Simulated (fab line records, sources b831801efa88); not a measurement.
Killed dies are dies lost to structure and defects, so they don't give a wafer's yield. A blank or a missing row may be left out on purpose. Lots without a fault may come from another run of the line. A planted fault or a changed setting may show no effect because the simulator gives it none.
Chamber matching | flow gf180mcu | GF_V5_ETCH_16 on rie_diel-03: 4 sister chambers
The step etches BARC in N2/H2. 8 wafers are shown with their chamber, then 12 later ones without.

WAFERS WITH THEIR CHAMBER
wafer  | chamber | drypump_motor_current_A (A) | oes_product_au (a.u.)
L082.2 | 0       | 6.7                         | 0.859
L083.1 | 1       | 5.7                         | 0.851
L083.6 | 0       | 6.7                         | 0.850
L086.1 | 2       | 6.4                         | 0.857
L086.6 | 3       | 5.8                         | 0.850
L089.3 | 1       | 5.8                         | 0.855
L089.4 | 3       | 5.8                         | 0.857
L089.6 | 2       | 6.4                         | 0.863

WAFERS WITHOUT THEIR CHAMBER
wafer  | drypump_motor_current_A (A) | oes_product_au (a.u.)
L091.1 | 6.6                         | 0.854
L091.4 | 5.8                         | 0.852
L091.6 | 5.7                         | 0.851
L094.2 | 5.8                         | 0.856
L094.3 | 6.6                         | 0.851
L094.6 | 6.4                         | 0.861
L095.2 | 5.8                         | 0.857
L095.3 | 5.8                         | 0.852
L095.4 | 6.5                         | 0.854
L097.1 | 6.5                         | 0.856
L097.3 | 5.8                         | 0.848
L097.4 | 6.7                         | 0.850

WHICH CHAMBER EACH WENT THROUGH
wafer  | from the rows above     | in truth
L091.1 | 0                       | 0
L091.4 | can't be placed: 3 or 1 | 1
L091.6 | can't be placed: 1 or 3 | 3
L094.2 | can't be placed: 3 or 1 | 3
L094.3 | 0                       | 0
L094.6 | 2                       | 2
L095.2 | can't be placed: 3 or 1 | 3
L095.3 | can't be placed: 3 or 1 | 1
L095.4 | 2                       | 2
L097.1 | 2                       | 2
L097.3 | can't be placed: 3 or 1 | 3
L097.4 | 0                       | 0
Placed correctly: 6 of 12. Can't be placed from these rows: 6 (the true chamber is among the candidates in 6). Placed wrongly: 0.
How it was worked out, from the rows above alone: a wafer's distance from a chamber is the root of the sum, over the readings, of the square of ((its reading less the chamber's mean) divided by the reading's scatter). The wafer belongs to the nearest chamber; if the next one is less than 2 further off, it can't be placed. A chamber's mean is the mean of its shown wafers. The scatter: the root of (the sum of the squares of (reading less its chamber's mean) over the shown wafers, divided by (wafers less chambers)).
